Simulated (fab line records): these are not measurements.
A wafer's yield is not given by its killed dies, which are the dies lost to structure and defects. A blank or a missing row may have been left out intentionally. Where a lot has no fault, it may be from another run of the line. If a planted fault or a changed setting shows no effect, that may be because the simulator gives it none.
The tool behind it: which one? :: flow gf180mcu :: 39 wafers from 13 lots sampled at 4 of the route's 602 steps

WHAT THE GAUGES SHOWED, per wafer
GF_V5_THK_MEAS_01.
lot: L861
measured: day 26 00:33
on: film metro-04
V5_CVD_00_THK (nm): 298 298 304

lot: L862
measured: day 26 10:13
on: film metro-04
V5_CVD_00_THK (nm): 291 296 299

lot: L863
measured: day 27 01:07
on: film metro-01
V5_CVD_00_THK (nm): 300 300 299

lot: L864
measured: day 27 11:50
on: film metro-02
V5_CVD_00_THK (nm): 295 298 302

lot: L865
measured: day 27 20:25
on: film metro-02
V5_CVD_00_THK (nm): 297 295 295

lot: L866
measured: day 28 03:03
on: film metro-04
V5_CVD_00_THK (nm): 293 295 295

lot: L876
measured: day 30 20:30
on: film metro-01
V5_CVD_00_THK (nm): 305 295 295

lot: L878
measured: day 31 11:21
on: film metro-01
V5_CVD_00_THK (nm): 299 304 298

lot: L879
measured: day 31 18:16
on: film metro-04
V5_CVD_00_THK (nm): 294 298 295

lot: L880
measured: day 31 22:33
on: film metro-04
V5_CVD_00_THK (nm): 299 297 298

lot: L881
measured: day 32 05:14
on: film metro-01
V5_CVD_00_THK (nm): 296 299 297

lot: L882
measured: day 32 11:12
on: film metro-04
V5_CVD_00_THK (nm): 301 299 300

lot: L884
measured: day 32 18:09
on: film metro-04
V5_CVD_00_THK (nm): 301 303 300

GF_V5_RS_MEAS_24: measurement is done with a four-point probe.
lot: L861
measured: day 26 23:02
on: film metro-01
V5_W_RS (ohm/sq): 0.334 0.336 0.332

lot: L862
measured: day 27 07:44
on: film metro-02
V5_W_RS (ohm/sq): 0.326 0.331 0.325

lot: L863
measured: day 27 23:08
on: film metro-04
V5_W_RS (ohm/sq): 0.324 0.323 0.326

lot: L864
measured: day 28 08:43
on: film metro-04
V5_W_RS (ohm/sq): 0.320 0.323 0.321

lot: L865
measured: day 28 17:46
on: film metro-04
V5_W_RS (ohm/sq): 0.329 0.327 0.327

lot: L866
measured: day 29 00:19
on: film metro-04
V5_W_RS (ohm/sq): 0.327 0.327 0.327

lot: L876
measured: day 31 15:37
on: film metro-02
V5_W_RS (ohm/sq): 0.330 0.330 0.333

lot: L878
measured: day 32 05:16
on: film metro-04
V5_W_RS (ohm/sq): 0.324 0.330 0.323

lot: L879
measured: day 32 13:44
on: film metro-02
V5_W_RS (ohm/sq): 0.333 0.328 0.331

lot: L880
measured: day 32 16:46
on: film metro-02
V5_W_RS (ohm/sq): 0.337 0.335 0.341

lot: L881
measured: day 32 23:39
on: film metro-02
V5_W_RS (ohm/sq): 0.330 0.336 0.332

lot: L882
measured: day 33 04:06
on: film metro-01
V5_W_RS (ohm/sq): 0.332 0.335 0.335

lot: L884
measured: day 33 12:04
on: film metro-04
V5_W_RS (ohm/sq): 0.329 0.331 0.330

WHICH TOOL RAN EACH LOT (tool, then ch and the chambers of the sampled wafers, then the start)
lot: L861
GF_MIM_SPUTTER_03: pvd sputter-01, day 24 03:52
GF_MIM_SPUTTER_09: pvd sputter-01, day 24 04:05

lot: L862
GF_MIM_SPUTTER_03: pvd sputter-04, day 24 14:12
GF_MIM_SPUTTER_09: pvd sputter-01, day 24 14:25

lot: L863
GF_MIM_SPUTTER_03: pvd sputter-01, day 25 06:25
GF_MIM_SPUTTER_09: pvd sputter-04, day 25 06:38

lot: L864
GF_MIM_SPUTTER_03: pvd sputter-01, day 25 18:01
GF_MIM_SPUTTER_09: pvd sputter-01, day 25 18:14

lot: L865
GF_MIM_SPUTTER_03: pvd sputter-01, day 26 01:16
GF_MIM_SPUTTER_09: pvd sputter-04, day 26 01:29

lot: L866
GF_MIM_SPUTTER_03: pvd sputter-01, day 26 09:01
GF_MIM_SPUTTER_09: pvd sputter-04, day 26 09:15

lot: L876
GF_MIM_SPUTTER_03: pvd sputter-01, day 29 06:41
GF_MIM_SPUTTER_09: pvd sputter-04, day 29 06:55

lot: L878
GF_MIM_SPUTTER_03: pvd sputter-01, day 29 21:48
GF_MIM_SPUTTER_09: pvd sputter-04, day 29 22:01

lot: L879
GF_MIM_SPUTTER_03: pvd sputter-04, day 30 06:01
GF_MIM_SPUTTER_09: pvd sputter-01, day 30 06:14

lot: L880
GF_MIM_SPUTTER_03: pvd sputter-01, day 30 10:05
GF_MIM_SPUTTER_09: pvd sputter-04, day 30 10:19

lot: L881
GF_MIM_SPUTTER_03: pvd sputter-04, day 30 18:02
GF_MIM_SPUTTER_09: pvd sputter-03, day 30 18:16

lot: L882
GF_MIM_SPUTTER_03: pvd sputter-04, day 31 00:18
GF_MIM_SPUTTER_09: pvd sputter-03, day 31 00:31

lot: L884
GF_MIM_SPUTTER_03: pvd sputter-03, day 31 06:19
GF_MIM_SPUTTER_09: pvd sputter-04, day 31 06:32
- GF_MIM_SPUTTER_03: material Ti, target thk 10 nm, time 6.7 s.
- GF_MIM_SPUTTER_09: material TiN, target thk 35 nm, time 29.2 s.

WHAT THE TOOLS THEMSELVES READ (means of the sampled wafers that have a number; where no wafer has one, the mark that the record gives instead)
GF_MIM_SPUTTER_03.
lot: L861
tool: pvd sputter-01
cathode dc power W (W): 3000.3
chamber pressure pa (Pa): 0.3002
throttle valve pct (%): 28.5

lot: L862
tool: pvd sputter-04
cathode dc power W (W): 3000.2
chamber pressure pa (Pa): 0.2997
throttle valve pct (%): 29.4

lot: L863
tool: pvd sputter-01
cathode dc power W (W): 3000.2
chamber pressure pa (Pa): 0.2995
throttle valve pct (%): 29.2

lot: L864
tool: pvd sputter-01
cathode dc power W (W): 2999.5
chamber pressure pa (Pa): 0.2999
throttle valve pct (%): 27.7

lot: L865
tool: pvd sputter-01
cathode dc power W (W): 2999.9
chamber pressure pa (Pa): 0.2815
throttle valve pct (%): 29.8

lot: L866
tool: pvd sputter-01
cathode dc power W (W): 3000.3
chamber pressure pa (Pa): 0.2816
throttle valve pct (%): 30.1

lot: L876
tool: pvd sputter-01
cathode dc power W (W): 2999.6
chamber pressure pa (Pa): 0.2995
throttle valve pct (%): 28.7

lot: L878
tool: pvd sputter-01
cathode dc power W (W): 2999.7
chamber pressure pa (Pa): 0.3006
throttle valve pct (%): 29.4

lot: L879
tool: pvd sputter-04
cathode dc power W (W): 2999.8
chamber pressure pa (Pa): 0.2999
throttle valve pct (%): 29.8

lot: L880
tool: pvd sputter-01
cathode dc power W (W): 3000.0
chamber pressure pa (Pa): 0.2994
throttle valve pct (%): 28.7

lot: L881
tool: pvd sputter-04
cathode dc power W (W): 2999.9
chamber pressure pa (Pa): 0.3004
throttle valve pct (%): 28.9

lot: L882
tool: pvd sputter-04
cathode dc power W (W): 3000.1
chamber pressure pa (Pa): 0.3011
throttle valve pct (%): 29.6

lot: L884
tool: pvd sputter-03
cathode dc power W (W): 3000.1
chamber pressure pa (Pa): 0.3004
throttle valve pct (%): 29.7

GF_MIM_SPUTTER_09.
lot: L861
tool: pvd sputter-01
cathode dc power W (W): 6499.4
chamber pressure pa (Pa): 0.3997
throttle valve pct (%): 28.9

lot: L862
tool: pvd sputter-01
cathode dc power W (W): 6500.1
chamber pressure pa (Pa): 0.4011
throttle valve pct (%): 29.5

lot: L863
tool: pvd sputter-04
cathode dc power W (W): 6499.6
chamber pressure pa (Pa): 0.3993
throttle valve pct (%): 29.6

lot: L864
tool: pvd sputter-01
cathode dc power W (W): 6499.9
chamber pressure pa (Pa): 0.4004
throttle valve pct (%): 28.9

lot: L865
tool: pvd sputter-04
cathode dc power W (W): 6501.1
chamber pressure pa (Pa): 0.4001
throttle valve pct (%): 29.3

lot: L866
tool: pvd sputter-04
cathode dc power W (W): 6500.4
chamber pressure pa (Pa): 0.4002
throttle valve pct (%): 29.6

lot: L876
tool: pvd sputter-04
cathode dc power W (W): 6501.1
chamber pressure pa (Pa): 0.3998
throttle valve pct (%): 29.7

lot: L878
tool: pvd sputter-04
cathode dc power W (W): 6499.8
chamber pressure pa (Pa): 0.4007
throttle valve pct (%): 29.4

lot: L879
tool: pvd sputter-01
cathode dc power W (W): 6499.9
chamber pressure pa (Pa): 0.4006
throttle valve pct (%): 28.7

lot: L880
tool: pvd sputter-04
cathode dc power W (W): 6500.2
chamber pressure pa (Pa): 0.4007
throttle valve pct (%): 29.6

lot: L881
tool: pvd sputter-03
cathode dc power W (W): 6498.7
chamber pressure pa (Pa): 0.4006
throttle valve pct (%): 29.5

lot: L882
tool: pvd sputter-03
cathode dc power W (W): 6499.8
chamber pressure pa (Pa): 0.4010
throttle valve pct (%): 28.9

lot: L884
tool: pvd sputter-04
cathode dc power W (W): 6499.5
chamber pressure pa (Pa): 0.4002
throttle valve pct (%): 29.2

THE ANSWER, worked out from the rows above alone
Rule: the lots themselves supply what counts as usual. The widest of any qualifying gaps counts: lots, ordered by their means at a reading, are off when they make up no more than a third of the lots, leave a main group of 4 or more, and stand apart from it by 3 or more times the standard deviation of that group's means. The tables above print the reading to a certain number of digits; a main group whose means all agree to those digits is not used. A lot without any number at a reading at which 4 lots or more have one is off too. Where the step has rows for the other lots, those lots are counted as sound. Order of review: gauges by route order, followed by the tools' own readings, for which a lot's mean as printed above is used. At the first step where some lot is off, the reading lying furthest off is the one used; lots without a number count as furthest.
Off: L865, L866, at GF_MIM_SPUTTER_03 (chamber pressure pa). Main group: mean 0.3001 Pa, sd 0.00051.
If a tool, at that step or one of the process steps before it, ran each lot that is off and ran no sound lot following the first of them, it fits. None of those tried fits.

WHAT THE SIMULATOR HAD INSERTED
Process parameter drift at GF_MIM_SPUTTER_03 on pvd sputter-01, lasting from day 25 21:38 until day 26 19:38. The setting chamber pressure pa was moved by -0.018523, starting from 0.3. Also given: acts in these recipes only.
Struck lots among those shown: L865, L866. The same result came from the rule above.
